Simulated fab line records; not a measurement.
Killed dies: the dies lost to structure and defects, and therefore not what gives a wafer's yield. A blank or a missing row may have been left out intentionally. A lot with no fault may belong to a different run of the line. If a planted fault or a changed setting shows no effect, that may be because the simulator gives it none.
2 desks looking at one fault ; flow sky130 ; only its own numbers are on each desk; what lay behind them is given at the end

## METROLOGY DESK
Lot by lot, what the gauges showed, no matter which tool ran the lot: averages of those sampled wafers that carry a number. A lot is out of limits, marked OUT, if its mean lies more than 4 standard deviations from the usual mean; the brackets give that distance.
Columns: A = CONTACT_W_RS at SKY_CONTACT_RS_MEAS_25, usual 0.339 ohm/sq; B = CONTACT_W_THK at SKY_CONTACT_THK_MEAS_26, usual 341 nm
lot;first seen here;A;B
L460;day 31 23:25;0.335;345
L461;day 32 00:34;0.341;340
L468;day 34 06:38;0.338;344
L469;day 34 20:21;0.347;333
L479;day 37 05:58;0.339;343
L482;day 38 16:26;0.340;345
This desk's finding: nothing out of limits on any of the 6 lots.

## FOR THE TOOL OWNER'S DESK: pvd_sputter-04
The tool's own readings at SKY_METAL1_SPUTTER_03 (material Ti, target thk 5 nm, time 3.3 s): means of the sampled wafers that have a number, for each lot that ran on this tool. A lot is out of limits, marked OUT, if its mean lies more than 4 standard deviations from the usual mean; the brackets give that distance.
Columns: A = cathode_dc_power_W at SKY_METAL1_SPUTTER_03, usual 3000.0 W; B = throttle_valve_pct at SKY_METAL1_SPUTTER_03, usual 29.7 %
lot;first seen here;A;B
L460;day 31 23:58;2999.8;29.7
L468;day 34 07:10;3239.1 (+99 or more) OUT;30.4
L469;day 34 20:54;3239.7 (+99 or more) OUT;29.5
This desk's finding: out of limits on L468, L469; first on L468, day 34 07:10 (cathode_dc_power_W at SKY_METAL1_SPUTTER_03). L460 stayed within limits.

## PUT TOGETHER
On L468, L469, at day 34 07:10, an alarm was possible from the tool owner's desk.
Nothing out of limits was seen by the metrology desk.
The metrology desk has L468, L469 on record, within its limits.
On pvd_sputter-04, each named lot ran SKY_METAL1_SPUTTER_03.

## WHAT WAS PUT IN BY THE SIMULATOR
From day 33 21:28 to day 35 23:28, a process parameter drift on pvd_sputter-04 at SKY_METAL1_SPUTTER_03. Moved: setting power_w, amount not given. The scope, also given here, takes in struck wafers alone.
Lots struck among those shown: L468, L469.
Time in hours from fault onset to the first out-of-limits reading at each desk: the tool owner's desk, 10.
